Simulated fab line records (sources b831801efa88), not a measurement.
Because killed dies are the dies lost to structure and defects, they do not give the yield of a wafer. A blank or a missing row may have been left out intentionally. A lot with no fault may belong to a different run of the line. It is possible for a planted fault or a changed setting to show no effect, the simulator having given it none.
Which of the tools did it? -- flow sky130 -- 36 wafers from 12 lots sampled at 4 of the route's 708 steps

WHAT THE GAUGES SHOWED, per wafer
SKY_CAPM_THK_MEAS_01. Usual: CAPM_CVD_00_THK typically reads 15.36 nm, with standard deviation 0.22.
lot,measured,on,CAPM_CVD_00_THK (nm),flag
L835,day 37 04:32,filmMetro-04,15.23 15.23 15.56,
L837,day 37 12:14,filmMetro-04,15.07 15.22 15.41,
L836,day 37 13:11,filmMetro-04,15.42 15.51 15.36,
L838,day 38 00:56,filmMetro-04,15.19 15.61 15.41,
L839,day 38 03:43,filmMetro-04,15.41 15.43 15.54,
L845,day 39 19:12,filmMetro-03,15.20 15.37 15.53,
L846,day 40 01:48,filmMetro-01,15.12 15.25 15.75,
L849,day 40 21:29,filmMetro-04,15.28 15.52 15.51,
L850,day 41 04:28,filmMetro-03,14.94 15.19 15.37,
L851,day 41 06:51,filmMetro-04,15.30 15.35 15.44,
L854,day 42 03:05,filmMetro-04,15.10 14.91 15.29,
L857,day 42 23:59,filmMetro-03,15.65 15.48 15.55,

SKY_PAD_OPEN_BOW_MEAS_13. Usual: PAD_OPEN_BOW typically reads 49 um, with standard deviation 8.9.
lot,measured,on,PAD_OPEN_BOW (um),flag
L835,day 46 14:04,filmMetro-04,51 52 44,
L837,day 46 17:16,filmMetro-01,59 70 47,
L836,day 46 19:04,filmMetro-01,57 62 51,
L838,day 47 04:12,filmMetro-01,56 56 56,
L839,day 47 06:38,filmMetro-04,42 46 48,
L845,day 48 14:32,filmMetro-02,42 52 55,
L846,day 48 17:59,filmMetro-04,60 52 53,
L849,day 49 10:01,filmMetro-01,46 44 54,
L850,day 49 15:13,filmMetro-02,33 27 43,
L851,day 49 16:29,filmMetro-02,47 43 33,
L854,day 50 06:47,filmMetro-01,53 54 56,
L857,day 50 21:34,filmMetro-04,46 56 60,

TOOL THAT RAN EACH LOT (tool first, then ch and the chambers of the sampled wafers, then the start)
lot,SKY_METAL1_SPUTTER_04,SKY_METAL3_ETCH_16
L835,"pvdSputter-02, day 32 12:22","rieMetal-01 ch 0,1, day 39 08:42"
L837,"pvdSputter-03, day 32 20:19","rieMetal-01 ch 0,1, day 39 13:56"
L836,"pvdSputter-02, day 32 21:07","rieMetal-02 ch 0,1, day 39 16:22"
L838,"pvdSputter-03, day 33 08:52","rieMetal-01 ch 0,1, day 40 03:20"
L839,"pvdSputter-04, day 33 13:45","rieMetal-01 ch 0,1, day 40 06:06"
L845,"pvdSputter-04, day 35 06:37","rieMetal-01 ch 0,1, day 41 20:42"
L846,"pvdSputter-03, day 35 14:55","rieMetal-04 ch 0,1, day 42 01:53"
L849,"pvdSputter-04, day 36 10:43","rieMetal-04 ch 0,1, day 42 21:08"
L850,"pvdSputter-02, day 36 19:20","rieMetal-01 ch 0,1, day 43 04:41"
L851,"pvdSputter-02, day 36 20:41","rieMetal-01 ch 0, day 43 06:28"
L854,"pvdSputter-04, day 37 20:41","rieMetal-01 ch 0,1, day 44 00:59"
L857,"pvdSputter-03, day 38 17:59","rieMetal-04 ch 0,1, day 44 21:52"
- SKY_METAL1_SPUTTER_04: material TiN, target thk 70 nm, time 58.3 s.
- SKY_METAL3_ETCH_16: etches BARC in N2/H2, stops on SiO2, time 88.2 s, target depth 60 nm.

AS READ BY THE TOOLS THEMSELVES (means over the sampled wafers that have a number; for cases with no such wafer, the mark the record gives instead)
SKY_METAL1_SPUTTER_04. Usual: cathodeDcPowerW 6500.1 W, standard deviation 1.1; throttleValvePct 30.4 %, standard deviation 1.4.
lot,tool,cathodeDcPowerW (W),throttleValvePct (%),flag
L835,pvdSputter-02,6500.1,30.7,
L837,pvdSputter-03,6501.8,31.2,
L836,pvdSputter-02,6500.7,30.9,
L838,pvdSputter-03,6499.3,30.0,
L839,pvdSputter-04,6500.4,30.0,
L845,pvdSputter-04,6500.2,28.8,
L846,pvdSputter-03,6499.6,30.0,
L849,pvdSputter-04,6498.5,30.3,
L850,pvdSputter-02,6500.8,30.3,
L851,pvdSputter-02,6500.6,30.2,
L854,pvdSputter-04,6500.7,29.2,
L857,pvdSputter-03,6500.3,32.3,

SKY_METAL3_ETCH_16. Usual: drypumpMotorCurrentA 5.8 A, standard deviation 0.48; oesProductAu 0.626 a.u., standard deviation 0.0046; throttleValvePct 13.206 %, standard deviation 0.0093.
lot,tool,drypumpMotorCurrentA (A),oesProductAu (a.u.),throttleValvePct (%),flag
L835,rieMetal-01,6.0,0.624,13.202,
L837,rieMetal-01,6.0,0.622,13.211,
L836,rieMetal-02,5.7,0.628,13.207,
L838,rieMetal-01,6.0,0.632,13.203,
L839,rieMetal-01,6.1,0.627,13.204,
L845,rieMetal-01,6.0,0.625,13.202,
L846,rieMetal-04,5.2,0.624,13.199,
L849,rieMetal-04,5.3,0.623,13.211,
L850,rieMetal-01,6.0,0.626,13.202,
L851,rieMetal-01,5.9,0.625,13.212,
L854,rieMetal-01,6.1,0.620,13.211,
L857,rieMetal-04,5.3,0.627,13.200,

THE ANSWER, worked out from the rows above alone
Rule: lot off if the mean of its wafers having a number is beyond 3 standard deviations from the usual mean. Also off: a lot with no number at a reading for which 4 or more lots have one. Where the step has rows for the other lots, those lots are counted as sound. Order of review: gauges by route order, followed by the tools' own readings, for which a lot's mean as printed above is used. The first step at which some lot is off is used, and at that step the reading that is off furthest; a lot without a number counts as furthest.
No lot is off on any of the readings shown, so nothing can be concluded from this.

WHAT THE SIMULATOR HAD PUT IN
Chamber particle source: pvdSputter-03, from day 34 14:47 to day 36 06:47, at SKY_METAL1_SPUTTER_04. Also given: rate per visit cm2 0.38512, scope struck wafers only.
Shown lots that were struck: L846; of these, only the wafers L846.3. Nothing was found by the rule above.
